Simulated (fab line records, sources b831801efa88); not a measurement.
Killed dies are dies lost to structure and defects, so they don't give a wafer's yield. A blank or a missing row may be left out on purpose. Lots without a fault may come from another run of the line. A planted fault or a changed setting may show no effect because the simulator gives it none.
fab line records | flow sky130
record lots=14 wafers=42 last_day=50
route steps=708 shown POLY_GATE@229 LDD_P@257 LDD_HVN@276 LDD_HVP@288
lots that met no fault: from a run of the same line without faults
start_h: hours from the record's first day to the start of the lot's first wafer shown | wait_h: hours since the lot's step before | " the same as in the row above | L1.1+2: a row that stands for several wafers | - no value, or no start given | * or withheld: withheld | < > ~ a bound
route shown NAME@n: a module of which the file shows steps, and the number in the route of the first | usual: mean/standard deviation of fault-free wafers | same: alike in all rows | chamber/n: place in a boat | sites: the reading at each site | _std_site: their standard deviation | _edge_site: outer sites' mean less inner sites' | radius_mm: how far each site lies from the wafer's centre | mask NAME#n: copy n | behind: the tool/chamber that last shaped the wafer | hold: why the lot was held/for how many hours/how that ended | device: the transistor (n, p or np) that didn't switch | end of line: the same wafers' tests at the end of the route | a step without rows: its recipe alone | killed: dies lost to structure and defects at the first sort, not the wafer's yield | map: a wafer's dies, x killed, . not, _ none there
set.NAME: the setting as run; set.NAME@STEP: as run at that earlier step | model.NAME: the simulator's own value behind a step, which no gauge read
steps of the route over a sample of lots; a table a step, a row a wafer
services: from which hour (start_h, from the record's first day; less than 0 if before it) a tool's chamber was out of use, for how many hours, and why
## steps
# step SKY_POLY_GATE_ETCH_15
# recipe chemistry=N2/H2 target=BARC ion_energy_ev=200 source_w=500 bias_w=100 pressure_mtorr=30 n2_flow_sccm=100 h2_flow_sccm=200 stop_on=SiO2 time_s=118.5 target_depth_a=1100
# usual drypump_motor_current_A=5.5/0.35 oes_product_au=0.716/0.0049 throttle_valve_pct=13.214/0.01
# columns lot.wafer tool chamber start_h wait_h drypump_motor_current_A oes_product_au rf_hours_counter_h throttle_valve_pct
L527.1 rie_diel-01 2 372.73 0.0 4.9 0.705 11 13.198
L527.3 " 3 " " 5.7 0.713 - 13.202
L527.5 " 2 " " 4.9 0.707 - 13.214
L530.4 rie_diel-01 2 390.77 0.1 4.9 0.717 - 13.219
L530.5 " 3 " " 5.7 0.713 - 13.204
L530.6 " 2 " " 4.9 0.713 - 13.206
L531.2 rie_diel-04 0 400.43 0.0 5.8 0.717 2 13.232
L531.3 " 2 " " 5.7 0.719 6 13.226
L531.6 " 0 " " 5.8 0.723 - 13.198
L533.1 rie_diel-01 1 416.88 0.0 5.5 0.719 5 13.219
L533.5 " 3 " " 5.7 0.713 - 13.217
L533.6 " 0 " " 5.4 0.721 - 13.233
L534.1 rie_diel-03 1 438.68 0.0 5.8 0.719 4 13.204
L534.5 " 1 " " 5.8 0.716 - 13.224
L534.6 " 2 " " 5.2 0.705 - 13.225
L535.4 rie_diel-03 2 450.77 0.1 5.2 0.726 - 13.211
L535.5 " 1 " " 5.8 0.716 - 13.213
L535.6 " 3 " " 5.3 0.719 - 13.195
L536.1 rie_diel-04 0 454.37 0.0 5.8 0.712 3 13.221
L536.2 " 1 " " 6.1 0.716 57 13.221
L536.3 " 3 " " 5.2 0.722 8 13.210
L537.3 rie_diel-03 1 460.43 0.0 5.8 0.709 4 13.203
L537.4 " 2 " " 5.3 0.718 14 13.203
L537.6 " 2 " " 5.2 0.715 - 13.208
L538.3 rie_diel-01 2 465.88 0.0 4.9 0.706 14 13.217
L538.5 " 1 " " 5.5 0.714 - 13.235
L538.6 " 0 " " 5.4 0.712 - 13.218
L543.2 rie_diel-04 0 508.58 0.0 5.8 0.710 5 13.209
L543.5 " 2 " " 5.8 0.721 - 13.211
L543.6 " 3 " " 5.2 0.720 - 13.211
L544.3 rie_diel-01 2 517.83 0.0 4.9 0.717 15 13.227
L544.4 " 3 " " 5.7 0.716 11 13.226
L544.6 " 0 " " 5.4 0.716 - 13.212
L547.2 rie_diel-03 3 543.88 0.0 5.3 0.710 12 13.213
L547.3 " 1 " " 5.8 0.707 6 13.209
L547.5 " 2 " " 5.2 0.712 - 13.208
L548.1 rie_diel-03 0 548.93 0.0 6.0 0.719 2 13.221
L548.2 " 2 " " 5.2 0.714 16 13.212
L548.6 " 1 " " 5.8 0.723 - 13.220
L550.1 rie_diel-03 0 569.53 0.0 6.0 0.711 2 13.199
L550.4 " 2 " " 5.2 0.726 16 13.224
L550.5 " 1 " " 5.8 0.715 - 13.197
# step SKY_POLY_GATE_THK_MEAS_21
# recipe reads=SiO2_of_POLY_GATE_OXIDATION_20
# usual POLY_GATE_OXIDATION_THK=4.00/0.09
# columns lot.wafer tool chamber start_h wait_h POLY_GATE_OXIDATION_THK[nm]
L527.1 film_metro-04 - 375.20 0.0 4.03
L527.3 " - " " 3.96
L527.5 " - " " 4.00
L530.4 film_metro-02 - 396.46 0.0 4.03
L530.5 " - " " 4.08
L530.6 " - " " 4.03
L531.2 film_metro-02 - 403.48 0.0 4.07
L531.3 " - " " 4.13
L531.6 " - " " 4.14
L533.1 film_metro-01 - 419.38 0.0 4.09
L533.5 " - " " 4.08
L533.6 " - " " 4.13
L534.1 film_metro-04 - 441.47 0.0 4.07
L534.5 " - " " 4.08
L534.6 " - " " 4.01
L535.4 film_metro-04 - 453.19 0.0 4.09
L535.5 " - " " 3.94
L535.6 " - " " 4.07
L536.1 film_metro-01 - 456.01 0.0 3.94
L536.2 " - " " 3.92
L536.3 " - " " 4.01
L537.3 film_metro-04 - 462.52 0.0 3.89
L537.4 " - " " 3.86
L537.6 " - " " 3.86
L538.3 film_metro-02 - 467.54 0.0 3.86
L538.5 " - " " 3.89
L538.6 " - " " 3.78
L543.2 film_metro-02 - 510.81 0.0 4.04
L543.5 " - " " 4.03
L543.6 " - " " 4.10
L544.3 film_metro-02 - 519.49 0.0 3.98
L544.4 " - " " 4.08
L544.6 " - " " 3.95
L547.2 film_metro-02 - 545.52 0.0 3.96
L547.3 " - " " 4.05
L547.5 " - " " 4.04
L548.1 film_metro-02 - 550.56 0.0 4.01
L548.2 " - " " 4.00
L548.6 " - " " 3.98
L550.1 film_metro-01 - 571.16 0.0 3.85
L550.4 " - " " 3.91
L550.5 " - " " 3.91
# step SKY_LDD_P_COAT_02
# recipe resist=NOVOLAK spin_rpm=3000 resist_thk_nm=1140
# usual chill_plate_temp_C=23.01/0.11 dispense_pressure_kPa=52/5.3
# columns lot.wafer tool chamber start_h wait_h chill_plate_temp_C dispense_pressure_kPa
L527.1 litho_track-04 0 420.07 0.1 23.02 54
L527.3 " 0 " " 22.93 54
L527.5 " 0 " " 23.06 54
L530.4 litho_track-04 0 441.79 0.1 23.13 54
L530.5 " 0 " " 22.96 54
L530.6 " 0 " " 23.13 54
L531.2 litho_track-01 0 449.00 0.1 23.00 56
L531.3 " 0 " " 23.12 56
L531.6 " 0 " " 23.03 56
L533.1 litho_track-04 0 467.27 0.1 22.86 54
L533.5 " 0 " " 23.09 54
L533.6 " 0 " " 22.83 54
L534.1 litho_track-01 0 489.52 0.1 22.96 56
L534.5 " 0 " " 22.97 56
L534.6 " 0 " " 22.87 56
L535.4 litho_track-03 0 501.50 0.1 23.04 42
L535.5 " 0 " " 23.06 42
L535.6 " 0 " " 23.03 42
L536.1 litho_track-04 0 503.62 0.1 22.93 54
L536.2 " 0 " " 23.02 54
L536.3 " 0 " " 23.17 54
L537.3 litho_track-01 0 509.42 0.1 22.87 56
L537.4 " 0 " " 22.84 56
L537.6 " 0 " " 23.01 56
L538.3 litho_track-03 0 514.12 0.1 22.99 42
L538.5 " 0 " " 23.21 42
L538.6 " 0 " " 22.99 42
L543.2 litho_track-01 - 558.20 0.1 - -
L543.5 " - " " - -
L543.6 " - " " - -
L544.3 litho_track-04 - 566.22 0.1 - -
L544.4 " - " " - -
L544.6 " - " " - -
L547.2 litho_track-01 0 591.10 0.1 23.01 56
L547.3 " 0 " " 22.97 56
L547.5 " 0 " " 22.89 56
L548.1 litho_track-01 0 596.02 0.1 22.96 56
L548.2 " 0 " " 23.00 56
L548.6 " 0 " " 23.02 56
L550.1 litho_track-04 0 614.32 0.1 22.82 54
L550.4 " 0 " " 22.86 54
L550.5 " 0 " " 22.75 54
# step SKY_LDD_P_CD_MEAS_07
# recipe target_cd_nm=380
# usual cd_nm=380.3/2.3
# columns lot.wafer tool chamber start_h wait_h cd_nm
L527.1 cd_sem-02 - 436.22 0.1 376.4
L527.3 " - " " 377.4
L527.5 " - " " 374.9
L530.4 cd_sem-02 - 458.13 0.1 382.2
L530.5 " - " " 383.2
L530.6 " - " " 381.4
L531.2 cd_sem-01 - 465.49 0.1 380.3
L531.3 " - " " 379.4
L531.6 " - " " 381.1
L533.1 cd_sem-02 - 482.17 0.1 381.8
L533.5 " - " " 380.0
L533.6 " - " " 382.8
L534.1 cd_sem-02 - 504.92 0.1 380.1
L534.5 " - " " 379.8
L534.6 " - " " 379.5
L535.4 cd_sem-02 - 516.73 0.1 380.3
L535.5 " - " " 380.5
L535.6 " - " " 379.7
L536.1 cd_sem-02 - 518.17 0.1 381.1
L536.2 " - " " 380.3
L536.3 " - " " 378.9
L537.3 cd_sem-01 - 525.06 0.1 378.9
L537.4 " - " " 378.2
L537.6 " - " " 380.5
L538.3 cd_sem-02 - 530.16 0.1 381.3
L538.5 " - " " 380.8
L538.6 " - " " 379.4
L543.2 cd_sem-01 - 572.69 0.1 -
L543.5 " - " " -
L543.6 " - " " -
L544.3 cd_sem-02 - 580.41 0.1 -
L544.4 " - " " -
L544.6 " - " " -
L547.2 cd_sem-01 - 604.54 0.1 381.5
L547.3 " - " " 378.7
L547.5 " - " " 379.3
L548.1 cd_sem-02 - 609.02 0.1 380.0
L548.2 " - " " 381.2
L548.6 " - " " 381.3
L550.1 cd_sem-02 - 628.77 0.1 379.4
L550.4 " - " " 379.4
L550.5 " - " " 377.4
# step SKY_LDD_HVN_STRIP_09
# recipe chemistry=O2/N2 power_w=1400 pressure_mtorr=1500 platen_temp_c=withheld o2_flow_sccm=3000 n2_flow_sccm=300 overash_fraction=0.5
# usual drypump_motor_current_A=5.8/0.66 oes_product_au=0.409/0.0047 strip_time_to_endpoint_s=4.132/0.013
# columns lot.wafer tool chamber start_h wait_h drypump_motor_current_A oes_product_au rf_hours_counter_h strip_time_to_endpoint_s
L527.1 plasma_asher-04 0 468.36 0.1 5.5 0.406 35 4.140
L527.3 " 0 " " 5.5 0.407 - 4.116
L527.5 " 0 " " 5.5 0.411 - 4.145
L530.4 plasma_asher-03 1 488.84 0.1 6.4 0.404 - 4.146
L530.5 " 1 " " 6.3 0.403 - 4.139
L530.6 " 0 " " 6.6 0.407 - 4.122
L531.2 plasma_asher-01 0 496.91 0.1 5.0 0.416 6 4.131
L531.3 " 0 " " 5.0 0.409 - 4.145
L531.6 " 0 " " 5.0 0.411 - 4.141
L533.1 plasma_asher-01 1 512.85 0.1 6.5 0.405 8 4.110
L533.5 " 1 " " 6.5 0.408 - 4.123
L533.6 " 0 " " 5.0 0.401 - 4.140
L534.1 plasma_asher-01 1 535.06 0.1 6.5 0.415 11 4.129
L534.5 " 0 " " 5.0 0.399 - 4.114
L534.6 " 1 " " 6.4 0.416 - 4.135
L535.4 plasma_asher-01 1 547.88 0.1 6.4 0.410 - 4.139
L535.5 " 0 " " 5.0 0.410 - 4.119
L535.6 " 1 " " 6.4 0.409 - 4.139
L536.1 plasma_asher-01 0 549.06 0.1 5.0 0.409 12 4.136
L536.2 " 1 " " 6.4 0.409 12 4.134
L536.3 " 0 " " 5.0 0.408 - 4.126
L537.3 plasma_asher-01 0 555.59 0.1 5.0 0.400 - 4.136
L537.4 " 1 " " 6.4 0.406 - 4.132
L537.6 " 1 " " 6.4 0.401 - 4.127
L538.3 plasma_asher-01 1 560.19 0.1 6.4 0.413 - 4.132
L538.5 " 0 " " 5.0 0.413 - 4.126
L538.6 " 1 " " 6.4 0.417 - 4.143
L543.2 plasma_asher-04 1 600.90 0.1 5.4 0.405 49 4.142
L543.5 " 0 " " 5.5 0.405 - 4.136
L543.6 " 1 " " 5.4 0.409 - 4.140
L544.3 plasma_asher-04 0 608.34 0.1 5.5 0.404 - 4.137
L544.4 " 1 " " 5.4 0.411 - 4.133
L544.6 " 0 " " 5.5 0.407 - 4.136
L547.2 plasma_asher-01 1 633.50 0.1 6.5 0.409 19 4.135
L547.3 " 0 " " 5.0 0.415 - 4.153
L547.5 " 1 " " 6.4 0.409 - 4.135
L548.1 plasma_asher-01 0 639.10 0.1 5.0 0.415 20 4.150
L548.2 " 1 " " 6.5 0.418 20 4.145
L548.6 " 1 " " 6.4 0.415 - 4.147
L550.1 plasma_asher-03 0 657.80 0.1 6.5 0.407 96 4.125
L550.4 " 1 " " 6.3 0.411 - 4.136
L550.5 " 1 " " 6.3 0.410 - 4.147
# step SKY_LDD_HVN_TW_MEAS_10
# usual LDD_HVN_TW=1423/7.9
# columns lot.wafer tool chamber start_h wait_h LDD_HVN_TW
L527.1 film_metro-01 - 468.46 0.1 1419
L527.3 " - " " 1420
L527.5 " - " " 1426
L530.4 film_metro-04 - 488.94 0.1 1421
L530.5 " - " " 1419
L530.6 " - " " 1419
L531.2 film_metro-01 - 497.02 0.1 1428
L531.3 " - " " 1434
L531.6 " - " " 1435
L533.1 film_metro-02 - 512.95 0.1 1432
L533.5 " - " " 1428
L533.6 " - " " 1428
L534.1 film_metro-01 - 535.16 0.1 1421
L534.5 " - " " 1423
L534.6 " - " " 1416
L535.4 film_metro-04 - 547.98 0.1 1411
L535.5 " - " " 1419
L535.6 " - " " 1415
L536.1 film_metro-01 - 549.16 0.1 1429
L536.2 " - " " 1426
L536.3 " - " " 1424
L537.3 film_metro-04 - 555.68 0.1 1427
L537.4 " - " " 1421
L537.6 " - " " 1430
L538.3 film_metro-04 - 560.28 0.1 1417
L538.5 " - " " 1418
L538.6 " - " " 1430
L543.2 film_metro-04 - 601.01 0.1 1445
L543.5 " - " " 1449
L543.6 " - " " 1436
L544.3 film_metro-02 - 608.42 0.1 1459
L544.4 " - " " 1454
L544.6 " - " " 1456
L547.2 film_metro-04 - 633.61 0.1 1424
L547.3 " - " " 1418
L547.5 " - " " 1419
L548.1 film_metro-01 - 639.20 0.1 1437
L548.2 " - " " 1432
L548.6 " - " " 1439
L550.1 film_metro-04 - 657.90 0.1 1429
L550.4 " - " " 1430
L550.5 " - " " 1435
# step SKY_LDD_HVP_TW_MEAS_10
# usual LDD_HVP_TW=450/3.7
# columns lot.wafer tool chamber start_h wait_h LDD_HVP_TW
L527.1 film_metro-04 - 499.65 0.1 451
L527.3 " - " " 453
L527.5 " - " " 451
L530.4 film_metro-04 - 519.34 0.1 449
L530.5 " - " " 448
L530.6 " - " " 451
L531.2 film_metro-03 - 527.96 0.1 447
L531.3 " - " " 447
L531.6 " - " " 449
L533.1 film_metro-03 - 543.66 0.1 448
L533.5 " - " " 449
L533.6 " - " " 449
L534.1 film_metro-03 - 565.26 0.1 446
L534.5 " - " " 447
L534.6 " - " " 448
L535.4 film_metro-03 - 578.05 0.1 449
L535.5 " - " " 450
L535.6 " - " " 446
L536.1 film_metro-04 - 578.96 0.1 452
L536.2 " - " " 451
L536.3 " - " " 452
L537.3 film_metro-01 - 585.48 0.1 459
L537.4 " - " " 457
L537.6 " - " " 456
L538.3 film_metro-01 - 589.92 0.1 456
L538.5 " - " " 456
L538.6 " - " " 457
L543.2 film_metro-03 - 629.12 0.1 684
L543.5 " - " " 687
L543.6 " - " " 692
L544.3 film_metro-01 - 637.37 0.1 691
L544.4 " - " " 700
L544.6 " - " " 697
L547.2 film_metro-03 - 662.41 0.1 443
L547.3 " - " " 442
L547.5 " - " " 443
L548.1 film_metro-04 - 668.16 0.1 452
L548.2 " - " " 453
L548.6 " - " " 455
L550.1 film_metro-03 - 685.91 0.1 451
L550.4 " - " " 447
L550.5 " - " " 447
## services
# columns tool chamber start_h hours kind
plasma_asher-04 - 354.86 16.7 repair
rie_diel-04 2 363.67 9.8 repair
rie_diel-01 1 363.97 47.6 repair
rie_diel-04 3 375.92 6.3 repair
plasma_asher-04 - 379.28 3.2 repair
rie_diel-04 1 394.20 1.6 repair
rie_diel-04 3 394.31 8.9 repair
rie_diel-04 2 406.89 4.5 repair
plasma_asher-01 - 421.25 9.0 pm
plasma_asher-01 - 457.79 1.4 repair
rie_diel-03 - 458.26 2.0 repair
rie_diel-03 3 461.62 2.6 repair
rie_diel-03 2 471.31 3.0 repair
rie_diel-01 0 489.84 13.4 repair
rie_diel-03 0 536.76 8.6 repair
rie_diel-01 1 542.69 1.9 repair
rie_diel-04 2 584.78 21.2 repair
rie_diel-04 0 589.18 3.6 repair
rie_diel-01 1 592.92 16.8 repair
plasma_asher-01 - 594.41 9.1 repair
rie_diel-03 - 599.62 2.8 pm
rie_diel-03 1 637.90 8.8 repair
rie_diel-01 3 640.67 1.5 repair
plasma_asher-04 - 643.00 0.3 repair
## key
first_sign step=SKY_LDD_P_COAT_02 reading=tool_record direction=missing
effect step=SKY_LDD_P_CD_MEAS_07 reading=cd_nm direction=missing
effect step=SKY_LDD_HVN_TW_MEAS_10 reading=LDD_HVN_TW direction=up sigmas=3.4 usual=1423 struck=1450
effect step=SKY_LDD_HVP_TW_MEAS_10 reading=LDD_HVP_TW direction=up sigmas=66 usual=450 struck=692
met_at SKY_LDD_P_COAT_02
struck_lots L543,L544
sort_left_out L543.2,L543.5,L543.6,L544.3,L544.4,L544.6
tester_left_out L543,L544
not_acting_at SKY_POLY_GATE_ETCH_15,SKY_POLY_GATE_THK_MEAS_21,SKY_LDD_HVN_STRIP_09
onset_between 509.42 558.20
fault kind=skipped_step_whole tool=litho_track-01,litho_track-04 chamber=- onset_h=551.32 steps=SKY_LDD_P_COAT_02 scope=struck_lots_only
# tester_left_out: of these lots the tester's yield and bins aren't shown, on N5 and GAA mostly nor the transistor test; their killed dies are dies lost to structure and defects alone, not to doping, threshold or leakage, so they don't give the yield
# sort_left_out: the simulated sort isn't trusted on such a fault, so these wafers' sort isn't shown, and their yield isn't known
